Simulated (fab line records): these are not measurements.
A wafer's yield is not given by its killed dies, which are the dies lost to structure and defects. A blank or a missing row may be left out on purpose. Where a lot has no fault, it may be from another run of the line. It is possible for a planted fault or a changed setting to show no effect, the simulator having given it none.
fab line records -- flow gf180mcu -- part 2 of 2: steps 26 to 36 of 36
record lots=5, wafers=15, last-day=33
route steps=602 shown PSD@259 NSD@262 SAB@264 SALICIDE@278 CONTACT@287
lots untouched by any fault: they come from a run of this same line in which no faults occurred
start-h: the number of hours between the record's first day and the start of the first shown wafer of the lot -- wait-h: hours elapsed since this lot's preceding step -- " same as the row above -- L1.1+2: a single row standing in for several wafers -- - no value, or no start given -- * or withheld: withheld -- < > ~ a bound
route shown NAME@n: a module of which the file shows steps, and the number in the route of the first -- usual: average and standard deviation across the fault-free wafers -- same: alike in all rows -- chamber/n: place in a boat -- sites: each site's reading -- _std_site: standard deviation across them -- _edge_site: mean of outer sites minus mean of inner sites -- radius-mm: how far each site lies from the wafer's centre -- mask NAME#n: copy n -- behind: tool/chamber where the wafer was last shaped -- hold: why the lot went on hold/how many hours it stayed there/how the hold came to an end -- device: which transistor (n, p or np) failed to switch -- end of line: the route-end tests of the same wafers -- for a step that has no rows: nothing shown but its recipe -- killed: the dies lost at the first sort to structure and to defects; this is not the yield of the wafer -- map: shows each die of a wafer: x if killed, . if not, _ if none is there
set.NAME: the setting as run; set.NAME@STEP: as run at that earlier step -- model.NAME: the simulator's own value behind a step, which no gauge read
lots at some steps of the route; a table a step, a row a wafer
services: from which hour (start-h, from the record's first day; less than 0 if before it) a tool's chamber was out of use, for how many hours, and why
## steps
# step GF_SALICIDE_RTA_06
# recipe temp-c=530, time-s=30, ambient=N2
# usual lamp-power-pct=5.45/0.04, wafer_temp_C_max=531.4/0.39
lot.wafer,tool,chamber,start-h,wait-h,lamp-power-pct,wafer_temp_C_max
L087.1,rtp-anneal-01,0,455.27,0.1,5.43,531.5
L087.4,rtp-anneal-01,0,455.27,0.1,5.43,532.1
L087.5,rtp-anneal-01,0,455.27,0.1,5.44,531.3
L089.2,rtp-anneal-01,0,473.18,0.1,5.43,531.3
L089.3,rtp-anneal-01,0,473.18,0.1,5.44,531.6
L089.4,rtp-anneal-01,0,473.18,0.1,5.43,531.5
L090.1,rtp-anneal-01,0,479.09,0.1,5.43,531.4
L090.3,rtp-anneal-01,0,479.09,0.1,5.43,531.0
L090.6,rtp-anneal-01,0,479.09,0.1,5.44,530.9
L091.1,rtp-anneal-01,0,479.67,0.1,5.43,531.2
L091.4,rtp-anneal-01,0,479.67,0.1,5.43,531.4
L091.5,rtp-anneal-01,0,479.67,0.1,5.43,531.1
L092.2,rtp-anneal-01,0,492.40,0.1,5.43,531.1
L092.4,rtp-anneal-01,0,492.40,0.1,5.44,530.6
L092.6,rtp-anneal-01,0,492.40,0.1,5.43,531.4
# step GF_SALICIDE_WET_ETCH_07
# recipe chemistry=SPM, target-depth-nm=120, dry=n2-spin
lot.wafer,tool,chamber,start-h,wait-h
L087.1+4+5,wet-bench-04,3,455.37,0.1
L089.2+3+4,wet-bench-03,2,473.27,0.1
L090.1+3+6,wet-bench-03,1,479.19,0.1
L091.1+4+5,wet-bench-03,3,479.77,0.1
L092.2+4+6,wet-bench-04,2,492.48,0.1
# step GF_SALICIDE_RTA_08
# recipe temp-c=800, time-s=30, ambient=N2
# usual lamp-power-pct=15.28/0.12, wafer_temp_C_max=802.3/0.55
lot.wafer,tool,chamber,start-h,wait-h,lamp-power-pct,wafer_temp_C_max
L087.1,rtp-anneal-01,0,455.56,0.0,15.08,802.3
L087.4,rtp-anneal-01,0,455.56,0.0,15.10,802.2
L087.5,rtp-anneal-01,0,455.56,0.0,15.09,802.5
L089.2,rtp-anneal-01,0,473.39,0.0,15.08,802.0
L089.3,rtp-anneal-01,0,473.39,0.0,15.06,802.6
L089.4,rtp-anneal-01,0,473.39,0.0,15.07,802.4
L090.1,rtp-anneal-02,0,479.29,0.0,15.34,802.1
L090.3,rtp-anneal-02,0,479.29,0.0,15.34,802.6
L090.6,rtp-anneal-02,0,479.29,0.0,15.36,801.9
L091.1,rtp-anneal-02,0,479.87,0.0,15.35,802.0
L091.4,rtp-anneal-02,0,479.87,0.0,15.36,802.0
L091.5,rtp-anneal-02,0,479.87,0.0,15.34,801.3
L092.2,rtp-anneal-02,0,492.68,0.0,15.36,802.6
L092.4,rtp-anneal-02,0,492.68,0.0,15.36,803.0
L092.6,rtp-anneal-02,0,492.68,0.0,15.36,803.2
# step GF_CONTACT_CVD_00
# recipe material=SiO2, target-thk-nm=300, sigma-open-frac=0.3, temp-c=400, time-s=50, sih4-flow-sccm=60, pressure-mtorr=6
# usual susceptor-temp-C=400.00/0.23
lot.wafer,tool,chamber,start-h,wait-h,susceptor-temp-C
L087.1,hdpcvd-01,0,455.66,0.1,400.09
L087.4,hdpcvd-01,0,455.66,0.1,399.72
L087.5,hdpcvd-01,1,455.66,0.1,399.84
L089.2,hdpcvd-01,1,473.48,0.1,400.24
L089.3,hdpcvd-01,2,473.48,0.1,399.77
L089.4,hdpcvd-01,1,473.48,0.1,399.91
L090.1,hdpcvd-02,2,479.39,0.1,399.92
L090.3,hdpcvd-02,1,479.39,0.1,400.16
L090.6,hdpcvd-02,2,479.39,0.1,399.92
L091.1,hdpcvd-01,1,479.97,0.1,400.18
L091.4,hdpcvd-01,1,479.97,0.1,400.50
L091.5,hdpcvd-01,0,479.97,0.1,399.73
L092.2,hdpcvd-01,1,492.77,0.1,400.00
L092.4,hdpcvd-01,1,492.77,0.1,400.32
L092.6,hdpcvd-01,0,492.77,0.1,400.38
# step GF_CONTACT_THK_MEAS_01
# recipe reads=SiO2_of_CONTACT_CVD_00
# usual CONTACT_CVD_00_THK=299/3
lot.wafer,tool,chamber,start-h,wait-h,CONTACT_CVD_00_THK[nm]
L087.1,film-metro-01,-,455.70,0.0,297
L087.4,film-metro-01,-,455.70,0.0,303
L087.5,film-metro-01,-,455.70,0.0,296
L089.2,film-metro-04,-,473.53,0.0,292
L089.3,film-metro-04,-,473.53,0.0,298
L089.4,film-metro-04,-,473.53,0.0,297
L090.1,film-metro-02,-,479.43,0.0,296
L090.3,film-metro-02,-,479.43,0.0,302
L090.6,film-metro-02,-,479.43,0.0,298
L091.1,film-metro-01,-,480.02,0.0,299
L091.4,film-metro-01,-,480.02,0.0,300
L091.5,film-metro-01,-,480.02,0.0,298
L092.2,film-metro-02,-,492.82,0.0,303
L092.4,film-metro-02,-,492.82,0.0,304
L092.6,film-metro-02,-,492.82,0.0,302
# step GF_CONTACT_CVD_02
# recipe material=SiO2, target-thk-nm=860, precursor=TEOS, temp-c=400, time-s=95.992, rf-w=600
# usual heater-power-w=694/110, susceptor-temp-C=400.00/0.23
lot.wafer,tool,chamber,start-h,wait-h,heater-power-w,susceptor-temp-C
L087.1,pecvd-01,2,455.76,0.1,853,399.60
L087.4,pecvd-01,2,455.76,0.1,664,399.85
L087.5,pecvd-01,0,455.76,0.1,867,400.10
L089.2,pecvd-01,2,473.58,0.0,779,399.94
L089.3,pecvd-01,1,473.58,0.0,753,400.11
L089.4,pecvd-01,2,473.58,0.0,797,399.97
L090.1,pecvd-02,2,479.49,0.1,770,399.93
L090.3,pecvd-02,0,479.49,0.1,572,399.84
L090.6,pecvd-02,0,479.49,0.1,464,399.97
L091.1,pecvd-03,2,480.08,0.1,724,399.71
L091.4,pecvd-03,0,480.08,0.1,628,400.41
L091.5,pecvd-03,1,480.08,0.1,499,400.03
L092.2,pecvd-01,2,492.87,0.0,693,400.09
L092.4,pecvd-01,1,492.87,0.0,757,399.83
L092.6,pecvd-01,2,492.87,0.0,746,400.15
# step GF_CONTACT_THK_MEAS_03
# recipe reads=SiO2_of_CONTACT_CVD_02
# usual CONTACT_CVD_02_THK=859/12
lot.wafer,tool,chamber,start-h,wait-h,CONTACT_CVD_02_THK[nm]
L087.1,film-metro-01,-,455.83,0.0,846
L087.4,film-metro-01,-,455.83,0.0,865
L087.5,film-metro-01,-,455.83,0.0,864
L089.2,film-metro-01,-,473.66,0.0,855
L089.3,film-metro-01,-,473.66,0.0,857
L089.4,film-metro-01,-,473.66,0.0,863
L090.1,film-metro-01,-,479.56,0.0,850
L090.3,film-metro-01,-,479.56,0.0,852
L090.6,film-metro-01,-,479.56,0.0,868
L091.1,film-metro-02,-,480.15,0.0,846
L091.4,film-metro-02,-,480.15,0.0,859
L091.5,film-metro-02,-,480.15,0.0,869
L092.2,film-metro-01,-,492.95,0.0,848
L092.4,film-metro-01,-,492.95,0.0,863
L092.6,film-metro-01,-,492.95,0.0,866
# step GF_CONTACT_CMP_04
# recipe material=SiO2, down-force-psi=4, platen-rpm=60, pad-velocity-m-s=0.94248
# usual motor-current-A=11.7/0.93, time-to-endpoint-s=111/6.8
lot.wafer,tool,chamber,start-h,wait-h,motor-current-A,time-to-endpoint-s
L087.1,cmp-01,3,456.08,0.2,10.4,103
L087.4,cmp-01,0,456.08,0.2,11.2,107
L087.5,cmp-01,2,456.08,0.2,12.8,112
L089.4,cmp-02,3,473.76,0.1,12.3,113
L089.2,cmp-02,0,473.76,0.1,11.3,114
L089.3,cmp-02,1,473.76,0.1,12.2,109
L090.3,cmp-01,3,479.62,0.0,10.0,109
L090.1,cmp-01,1,479.62,0.0,10.9,103
L090.6,cmp-01,3,479.62,0.0,10.5,117
L091.1,cmp-02,0,480.21,0.1,11.4,115
L091.4,cmp-02,2,480.21,0.1,10.6,115
L091.5,cmp-02,1,480.21,0.1,12.9,119
L092.2,cmp-01,3,493.00,0.0,10.1,105
L092.4,cmp-01,2,493.00,0.0,12.6,107
L092.6,cmp-01,3,493.00,0.0,10.5,111
# step GF_CONTACT_BOW_MEAS_05
# recipe mode=bow
# usual CONTACT_BOW=65/6.6
lot.wafer,tool,chamber,start-h,wait-h,CONTACT_BOW[um]
L087.1,film-metro-02,-,456.33,0.2,57
L087.4,film-metro-02,-,456.33,0.2,71
L087.5,film-metro-02,-,456.33,0.2,65
L089.2,film-metro-04,-,474.03,0.2,63
L089.3,film-metro-04,-,474.03,0.2,63
L089.4,film-metro-04,-,474.03,0.2,58
L090.1,film-metro-04,-,479.92,0.1,66
L090.3,film-metro-04,-,479.92,0.1,58
L090.6,film-metro-04,-,479.92,0.1,73
L091.1,film-metro-04,-,480.51,0.2,69
L091.4,film-metro-04,-,480.51,0.2,66
L091.5,film-metro-04,-,480.51,0.2,77
L092.2,film-metro-01,-,493.32,0.3,67
L092.4,film-metro-01,-,493.32,0.3,61
L092.6,film-metro-01,-,493.32,0.3,58
# step GF_CONTACT_DEHYDRATE_06
# recipe temp-c=200, time-s=60
# usual exhaust-pa=45.0/0.97
lot.wafer,tool,chamber,start-h,wait-h,exhaust-pa
L087.1,litho-track-02,0,467.52,11.2,46.5
L087.4,litho-track-02,0,467.52,11.2,44.8
L087.5,litho-track-02,0,467.52,11.2,44.2
L089.2,litho-track-01,0,485.81,11.8,47.1
L089.3,litho-track-01,0,485.81,11.8,47.0
L089.4,litho-track-01,0,485.81,11.8,46.5
L090.1,litho-track-01,0,490.89,10.9,46.4
L090.3,litho-track-01,0,490.89,10.9,44.8
L090.6,litho-track-01,0,490.89,10.9,46.0
L091.1,litho-track-03,0,491.29,10.8,44.2
L091.4,litho-track-03,0,491.29,10.8,45.3
L091.5,litho-track-03,0,491.29,10.8,45.0
L092.2,litho-track-01,0,504.71,11.4,44.8
L092.4,litho-track-01,0,504.71,11.4,45.7
L092.6,litho-track-01,0,504.71,11.4,44.6
# step GF_CONTACT_HMDS_07
# recipe prime-time-s=60, prime-temp-c=120
# usual exhaust-pa=44.9/0.85
lot.wafer,tool,chamber,start-h,wait-h,exhaust-pa
L087.1,litho-track-02,0,467.67,0.1,45.8
L087.4,litho-track-02,0,467.67,0.1,46.2
L087.5,litho-track-02,0,467.67,0.1,44.9
L089.2,litho-track-01,0,485.96,0.1,44.3
L089.3,litho-track-01,0,485.96,0.1,43.9
L089.4,litho-track-01,0,485.96,0.1,45.8
L090.1,litho-track-01,0,491.04,0.1,44.4
L090.3,litho-track-01,0,491.04,0.1,43.9
L090.6,litho-track-01,0,491.04,0.1,43.8
L091.1,litho-track-03,0,491.44,0.1,44.7
L091.4,litho-track-03,0,491.44,0.1,46.0
L091.5,litho-track-03,0,491.44,0.1,46.0
L092.2,litho-track-01,0,504.86,0.1,45.3
L092.4,litho-track-01,0,504.86,0.1,45.3
L092.6,litho-track-01,0,504.86,0.1,44.9
## services
tool,chamber,start-h,hours,kind
cmp-01,-,406.87,0.6,repair
rie-diel-02,0,407.28,-,clean
rie-diel-02,0,407.28,13.7,scheduled-down
rie-diel-02,0,407.28,13.7,vent-cycle
cmp-01,-,408.14,-,consumable-replace:conditioner
cmp-01,-,408.14,-,consumable-replace:pad
cmp-02,-,411.13,2.6,repair
cmp-01,-,412.35,3.8,repair
iline-stepper-01,-,412.48,4.6,repair
plasma-asher-01,-,421.25,9.0,pm
rie-diel-04,0,429.38,1.7,repair
litho-track-02,-,449.47,-,consumable-replace:filter
hdpcvd-02,-,455.45,1.9,repair
rie-diel-01,-,456.59,0.4,repair
pvd-sputter-02,0,461.91,-,consumable-replace:kit
pvd-sputter-02,0,461.91,18.0,scheduled-down
pvd-sputter-02,0,461.91,18.0,vent-cycle
cmp-02,-,463.01,6.0,pm
rie-diel-04,-,463.58,14.6,pm
litho-track-04,-,473.46,-,consumable-replace:filter
cmp-01,-,490.35,1.3,repair
rie-diel-02,1,494.51,3.1,repair
pecvd-02,-,495.42,1.2,repair
hdpcvd-01,-,497.19,1.6,repair
